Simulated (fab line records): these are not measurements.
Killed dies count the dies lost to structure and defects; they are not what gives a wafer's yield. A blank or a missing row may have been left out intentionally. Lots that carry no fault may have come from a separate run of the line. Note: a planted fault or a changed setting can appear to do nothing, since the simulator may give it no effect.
What tool caused it?    flow gf180mcu    7 lots with 21 wafers sampled at 2 steps, on a route of 602 steps

## WHAT EACH GAUGE READ, for each wafer
GF_VT_IMPLANT_TW_MEAS_21.
lot   measured      on            VT_IMPLANT_2_TW
L416  day 6 20:17   filmMetro-02  1216 1218 1220
L420  day 7 21:09   filmMetro-02  1216 1214 1217
L423  day 8 16:17   filmMetro-01  1227 1226 1233
L426  day 9 10:11   filmMetro-03  1206 1209 1208
L431  day 10 16:56  filmMetro-02  1212 1211 1209
L434  day 11 14:35  filmMetro-02  693 695 696
L436  day 12 01:29  filmMetro-03  691 688 687

## WHAT TOOL EACH LOT RAN ON (gives the tool, then ch and the chambers of the sampled wafers, and finally the start)
lot   GF_VT_IMPLANT_IMPLANT_19
L416  implanter-02 ch 0, day 6 20:02
L420  implanter-01 ch 0, day 7 20:55
L423  implanter-03 ch 0, day 8 16:02
L426  implanter-01 ch 0, day 9 09:56
L431  implanter-03 ch 0, day 10 16:41
L434  implanter-03 ch 0, day 11 14:21
L436  implanter-03 ch 0, day 12 01:14
- GF_VT_IMPLANT_IMPLANT_19

## THE ANSWER, worked out from the rows above alone
Rule: the lots themselves supply what counts as usual. The widest of any qualifying gaps counts: lots, ordered by their means at a reading, are off when they make up no more than a third of the lots, leave a main group of 4 or more, and stand apart from it by 3 or more times the standard deviation of that group's means. A main group is skipped when, at the precision printed for the reading in the tables above, its means are all equal. Also off: a lot with no number at a reading for which 4 or more lots have one. Where the step has rows for the other lots, those lots are counted as sound.
Off: L434, L436, at GF_VT_IMPLANT_TW_MEAS_21 (VT_IMPLANT_2_TW). The main group: mean 1216, standard deviation 7.2.
If a tool, at a process step before that reading, ran all the lots that are off and no sound lot after the first of them, it fits. Gauges at GF_VT_IMPLANT_TW_MEAS_21: tried the same way as those tools. One fits: GF_VT_IMPLANT_IMPLANT_19 on implanter-03. Its last sound lot is L431 (day 10 16:41), its first lot that is off L434 (day 11 14:21): a fault that began between those two fits.

## WHAT THE SIMULATOR HAD PUT IN
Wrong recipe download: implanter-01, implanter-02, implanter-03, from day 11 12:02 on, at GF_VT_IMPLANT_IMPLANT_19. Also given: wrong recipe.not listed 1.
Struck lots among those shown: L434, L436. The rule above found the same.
